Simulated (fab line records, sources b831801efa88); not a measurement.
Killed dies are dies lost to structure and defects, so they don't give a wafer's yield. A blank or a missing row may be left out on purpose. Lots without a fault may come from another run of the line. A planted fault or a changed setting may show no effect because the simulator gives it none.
fab line records | flow gf180mcu
record lots=13 wafers=39 last_day=33
route steps=602 shown VT_IMPLANT@99 POLY_GATE@167 HV_LDD@180
lots that met no fault: from a run of the same line without faults
start_h: hours from the record's first day to the start of the lot's first wafer shown | wait_h: hours since the lot's step before | " the same as in the row above | L1.1+2: a row that stands for several wafers | - no value, or no start given | * or withheld: withheld | < > ~ a bound
route shown NAME@n: a module of which the file shows steps, and the number in the route of the first | usual: mean/standard deviation of fault-free wafers | same: alike in all rows | chamber/n: place in a boat | sites: the reading at each site | _std_site: their standard deviation | _edge_site: outer sites' mean less inner sites' | radius_mm: how far each site lies from the wafer's centre | mask NAME#n: copy n | behind: the tool/chamber that last shaped the wafer | hold: why the lot was held/for how many hours/how that ended | device: the transistor (n, p or np) that didn't switch | end of line: the same wafers' tests at the end of the route | a step without rows: its recipe alone | killed: dies lost to structure and defects at the first sort, not the wafer's yield | map: a wafer's dies, x killed, . not, _ none there
set.NAME: the setting as run; set.NAME@STEP: as run at that earlier step | model.NAME: the simulator's own value behind a step, which no gauge read
steps of the route over a sample of lots; a table a step, a row a wafer
services: from which hour (start_h, from the record's first day; less than 0 if before it) a tool's chamber was out of use, for how many hours, and why
## steps
# step GF_VT_IMPLANT_STRIP_09
# recipe chemistry=O2/N2 power_w=1400 pressure_mtorr=1500 platen_temp_c=250 o2_flow_sccm=3000 n2_flow_sccm=300 overash_fraction=0.5
# usual drypump_motor_current_A=5.98/0.29 heater_power_w=327/37 oes_product_au=0.716/0.0045 strip_time_to_endpoint_s=12.617/0.03
# columns lot.wafer tool chamber start_h wait_h drypump_motor_current_A heater_power_w oes_product_au rf_hours_counter_h strip_time_to_endpoint_s
L692.2 plasma_asher-04 1 116.25 0.1 6.10 294 0.715 46 12.621
L692.5 " 0 " " 6.20 311 0.720 - 12.676
L692.6 " 1 " " 6.08 294 0.714 - 12.627
L693.1 plasma_asher-01 1 123.68 0.1 5.63 386 0.717 47 12.580
L693.3 " 1 " " 5.67 385 0.720 - 12.553
L693.4 " 0 " " 6.46 380 0.720 - 12.584
L694.2 plasma_asher-01 1 126.40 0.1 5.57 385 0.721 47 12.616
L694.5 " 1 " " 5.64 381 0.721 - 12.656
L694.6 " 0 " " 6.48 380 0.715 - 12.641
L695.1 plasma_asher-03 0 134.95 0.1 6.01 290 0.715 2 12.603
L695.3 " 1 " " 5.71 315 0.712 - 12.633
L695.6 " 0 " " 6.00 296 0.715 - 12.642
L696.1 plasma_asher-04 0 143.25 0.1 6.20 315 0.721 48 12.602
L696.2 " 1 " " 6.08 302 0.717 48 12.613
L696.5 " 0 " " 6.20 320 0.713 - 12.612
L697.2 plasma_asher-03 0 152.68 0.1 5.98 295 0.711 4 12.611
L697.4 " 1 " " 5.64 323 0.715 - 12.626
L697.6 " 1 " " 5.69 313 0.717 - 12.573
L698.2 plasma_asher-03 0 156.55 0.1 5.99 290 0.717 4 12.614
L698.4 " 1 " " 5.69 322 0.721 - 12.672
L698.6 " 1 " " 5.67 327 0.723 - 12.639
L699.2 plasma_asher-03 1 160.95 0.1 5.68 312 0.716 5 12.607
L699.5 " 1 " " 5.68 316 0.722 - 12.649
L699.6 " 0 " " 6.02 288 0.716 - 12.653
L700.3 plasma_asher-01 0 166.13 0.1 6.45 388 0.712 - 12.629
L700.4 " 1 " " 5.60 387 0.725 - 12.624
L700.6 " 0 " " 6.44 388 0.718 - 12.655
L701.1 plasma_asher-03 0 171.18 0.1 5.98 296 0.712 6 12.573
L701.5 " 1 " " 5.70 322 0.714 - 12.604
L701.6 " 0 " " 5.97 291 0.717 - 12.647
L706.2 plasma_asher-03 1 202.35 0.1 5.67 317 0.709 9 12.600
L706.4 " 1 " " 5.68 321 0.718 - 12.629
L706.6 " 0 " " 6.03 301 0.724 - 12.617
L708.3 plasma_asher-01 0 215.23 0.1 6.45 390 0.720 - 12.625
L708.4 " 1 " " 5.63 382 0.718 - 12.613
L708.6 " 0 " " 6.47 383 0.716 - 12.583
L711.2 plasma_asher-04 0 231.60 0.1 6.20 311 0.713 57 12.608
L711.3 " 1 " " 6.10 303 0.720 - 12.589
L711.4 " 0 " " 6.18 322 0.715 - 12.639
# step GF_POLY_GATE_CD_MEAS_10
# recipe target_cd_nm=280
# usual cd_nm=280.5/0.91
# columns lot.wafer tool chamber start_h wait_h cd_nm
L692.2 cd_sem-01 - 198.04 0.1 281.6
L692.5 " - " " 281.3
L692.6 " - " " 281.1
L693.1 cd_sem-02 - 209.36 0.1 280.3
L693.3 " - " " 279.7
L693.4 " - " " 280.1
L694.2 cd_sem-02 - 212.79 0.1 280.7
L694.5 " - " " 279.8
L694.6 " - " " 279.6
L695.1 cd_sem-01 - 221.72 0.1 281.3
L695.3 " - " " 281.4
L695.6 " - " " 279.8
L696.1 cd_sem-01 - 232.96 0.1 280.1
L696.2 " - " " 282.2
L696.5 " - " " 282.5
L697.2 cd_sem-01 - 241.99 0.1 279.8
L697.4 " - " " 279.7
L697.6 " - " " 280.5
L698.2 cd_sem-01 - 249.61 0.2 280.0
L698.4 " - " " 280.8
L698.6 " - " " 281.0
L699.2 cd_sem-01 - 253.56 0.1 280.1
L699.5 " - " " 281.0
L699.6 " - " " 281.4
L700.3 cd_sem-01 - 259.06 0.1 279.3
L700.4 " - " " 279.4
L700.6 " - " " 279.6
L701.1 cd_sem-02 - 264.49 0.1 281.7
L701.5 " - " " 280.9
L701.6 " - " " 280.1
L706.2 cd_sem-02 - 304.94 0.1 280.1
L706.4 " - " " 281.4
L706.6 " - " " 282.0
L708.3 cd_sem-01 - 317.95 0.1 279.8
L708.4 " - " " 280.8
L708.6 " - " " 279.8
L711.2 cd_sem-02 - 338.43 0.1 280.9
L711.3 " - " " 279.7
L711.4 " - " " 280.0
# step GF_HV_LDD_EXPOSE_04
# recipe mask_id=Nplus_LV_AREA target_cd_nm=400 na=0.6 source_shape=conventional sigma_outer=0.6 dose_mj=140
# usual exposure_dose_mJ_cm2=139.92/0.14
# columns lot.wafer tool chamber start_h wait_h mask exposure_dose_mJ_cm2
L692.2 iline_stepper-02 0 208.85 - Nplus_LV_AREA#0 139.98
L692.5 " 0 " " Nplus_LV_AREA#0 140.12
L692.6 " 0 " " Nplus_LV_AREA#0 139.93
L693.1 iline_stepper-02 0 219.67 - Nplus_LV_AREA#0 139.96
L693.3 " 0 " " Nplus_LV_AREA#0 140.05
L693.4 " 0 " " Nplus_LV_AREA#0 139.85
L694.2 iline_stepper-01 0 224.46 - Nplus_LV_AREA#0 139.82
L694.5 " 0 " " Nplus_LV_AREA#0 139.77
L694.6 " 0 " " Nplus_LV_AREA#0 139.79
L695.1 iline_stepper-01 0 233.37 - Nplus_LV_AREA#0 139.98
L695.3 " 0 " " Nplus_LV_AREA#0 139.98
L695.6 " 0 " " Nplus_LV_AREA#0 139.94
L696.1 iline_stepper-02 0 244.72 - Nplus_LV_AREA#0 133.45
L696.2 " 0 " " Nplus_LV_AREA#0 133.42
L696.5 " 0 " " Nplus_LV_AREA#0 133.37
L697.2 iline_stepper-01 0 253.17 - Nplus_LV_AREA#0 139.87
L697.4 " 0 " " Nplus_LV_AREA#0 139.92
L697.6 " 0 " " Nplus_LV_AREA#0 139.87
L698.2 iline_stepper-02 0 260.72 - Nplus_LV_AREA#0 134.61
L698.4 " 0 " " Nplus_LV_AREA#0 134.65
L698.6 " 0 " " Nplus_LV_AREA#0 134.47
L699.2 iline_stepper-02 0 265.11 - Nplus_LV_AREA#0 134.97
L699.5 " 0 " " Nplus_LV_AREA#0 135.05
L699.6 " 0 " " Nplus_LV_AREA#0 134.90
L700.3 iline_stepper-01 0 271.59 - Nplus_LV_AREA#0 140.01
L700.4 " 0 " " Nplus_LV_AREA#0 140.06
L700.6 " 0 " " Nplus_LV_AREA#0 140.00
L701.1 iline_stepper-02 0 276.29 - Nplus_LV_AREA#0 136.57
L701.5 " 0 " " Nplus_LV_AREA#0 136.87
L701.6 " 0 " " Nplus_LV_AREA#0 136.83
L706.2 iline_stepper-01 0 316.94 - Nplus_LV_AREA#0 139.76
L706.4 " 0 " " Nplus_LV_AREA#0 139.62
L706.6 " 0 " " Nplus_LV_AREA#0 139.64
L708.3 iline_stepper-01 0 330.83 - Nplus_LV_AREA#0 140.01
L708.4 " 0 " " Nplus_LV_AREA#0 139.94
L708.6 " 0 " " Nplus_LV_AREA#0 139.95
L711.2 iline_stepper-01 0 350.51 - Nplus_LV_AREA#0 139.91
L711.3 " 0 " " Nplus_LV_AREA#0 139.97
L711.4 " 0 " " Nplus_LV_AREA#0 140.01
# step GF_HV_LDD_CD_MEAS_07
# recipe target_cd_nm=400
# usual cd_nm=400.3/2.1
# columns lot.wafer tool chamber start_h wait_h cd_nm
L692.2 cd_sem-01 - 216.69 0.1 396.6
L692.5 " - " " 397.5
L692.6 " - " " 396.5
L693.1 cd_sem-01 - 228.57 0.1 397.3
L693.3 " - " " 397.5
L693.4 " - " " 398.2
L694.2 cd_sem-01 - 232.79 0.1 399.8
L694.5 " - " " 400.6
L694.6 " - " " 398.0
L695.1 cd_sem-01 - 242.50 0.3 401.2
L695.3 " - " " 400.4
L695.6 " - " " 401.7
L696.1 cd_sem-02 - 253.85 0.1 387.5
L696.2 " - " " 389.0
L696.5 " - " " 389.1
L697.2 cd_sem-02 - 262.56 0.1 399.4
L697.4 " - " " 399.7
L697.6 " - " " 401.2
L698.2 cd_sem-02 - 269.94 0.1 390.1
L698.4 " - " " 387.4
L698.6 " - " " 391.2
L699.2 cd_sem-01 - 274.69 0.1 390.3
L699.5 " - " " 389.6
L699.6 " - " " 390.0
L700.3 cd_sem-01 - 281.33 0.1 402.4
L700.4 " - " " 400.1
L700.6 " - " " 405.2
L701.1 cd_sem-01 - 285.92 0.1 391.4
L701.5 " - " " 394.3
L701.6 " - " " 394.1
L706.2 cd_sem-01 - 326.86 0.1 399.3
L706.4 " - " " 399.0
L706.6 " - " " 398.6
L708.3 cd_sem-01 - 341.40 0.1 400.4
L708.4 " - " " 400.3
L708.6 " - " " 399.4
L711.2 cd_sem-01 - 361.13 0.1 400.3
L711.3 " - " " 402.8
L711.4 " - " " 400.5
# step GF_HV_LDD_CD_MEAS_46
# recipe target_cd_nm=400
# usual cd_nm=400.6/1.8
# columns lot.wafer tool chamber start_h wait_h cd_nm
L692.2 cd_sem-02 - 274.99 0.1 400.3
L692.5 " - " " 403.4
L692.6 " - " " 401.9
L693.1 cd_sem-02 - 285.62 0.1 400.9
L693.3 " - " " 399.8
L693.4 " - " " 398.0
L694.2 cd_sem-01 - 291.59 0.1 402.6
L694.5 " - " " 402.1
L694.6 " - " " 402.4
L695.1 cd_sem-01 - 301.62 0.1 400.9
L695.3 " - " " 400.3
L695.6 " - " " 399.6
L696.1 cd_sem-01 - 315.19 0.1 400.3
L696.2 " - " " 400.4
L696.5 " - " " 401.1
L697.2 cd_sem-01 - 324.43 0.1 403.4
L697.4 " - " " 403.1
L697.6 " - " " 403.6
L698.2 cd_sem-02 - 333.46 0.1 404.4
L698.4 " - " " 403.0
L698.6 " - " " 403.8
L699.2 cd_sem-01 - 338.39 0.1 401.5
L699.5 " - " " 400.0
L699.6 " - " " 400.4
L700.3 cd_sem-02 - 345.20 0.1 399.8
L700.4 " - " " 399.5
L700.6 " - " " 401.6
L701.1 cd_sem-01 - 349.89 0.1 401.6
L701.5 " - " " 401.5
L701.6 " - " " 402.6
L706.2 cd_sem-01 - 395.08 0.1 403.5
L706.4 " - " " 401.8
L706.6 " - " " 402.8
L708.3 cd_sem-02 - 408.98 0.1 403.4
L708.4 " - " " 403.4
L708.6 " - " " 403.6
L711.2 cd_sem-01 - 431.51 0.1 397.3
L711.3 " - " " 399.6
L711.4 " - " " 396.4
## services
# columns tool chamber start_h hours kind
plasma_asher-03 - 108.75 9.0 pm
plasma_asher-03 0 108.75 9.0 vent_cycle
plasma_asher-03 1 108.75 9.0 vent_cycle
plasma_asher-03 0 117.75 - clean
plasma_asher-03 1 117.75 - clean
plasma_asher-01 - 134.26 2.2 repair
iline_stepper-01 - 146.87 1.7 pm
iline_stepper-02 - 166.68 1.7 pm
iline_stepper-02 0 185.76 - calibration
plasma_asher-03 - 207.96 2.9 repair
plasma_asher-04 - 224.76 3.8 repair
iline_stepper-01 0 241.14 - calibration
plasma_asher-04 - 243.71 2.8 pm
plasma_asher-03 - 251.07 1.4 repair
plasma_asher-01 - 308.15 1.0 repair
iline_stepper-01 - 333.15 4.4 pm
plasma_asher-03 - 337.96 14.6 pm
## key
first_sign step=GF_HV_LDD_EXPOSE_04 reading=exposure_dose_mJ_cm2 direction=down sigmas=36 usual=139.92 struck=134.93
effect step=GF_HV_LDD_CD_MEAS_07 reading=cd_nm direction=down sigmas=4.8 usual=400.3 struck=390.3 through=control_loop
met_at GF_HV_LDD_EXPOSE_04
struck_lots L696,L698,L699,L701
tester_left_out L696,L698,L699,L701
loop_trim step=GF_HV_LDD_EXPOSE_04 setting=dose lots=L698,L699,L701
not_acting_at GF_VT_IMPLANT_STRIP_09,GF_POLY_GATE_CD_MEAS_10,GF_HV_LDD_CD_MEAS_46
onset_between 219.67 244.72
fault kind=process_parameter_drift tool=iline_stepper-02 chamber=- onset_h=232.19 steps=GF_HV_LDD_EXPOSE_04 channel=dose_mj offset=-6.4713 shape=step acts_in=these_recipes_only stated=140
# tester_left_out: of these lots the tester's yield and bins aren't shown, on N5 and GAA mostly nor the transistor test; their killed dies are dies lost to structure and defects alone, not to doping, threshold or leakage, so they don't give the yield
# loop_trim: a control loop set the setting to another value than it would have without faults
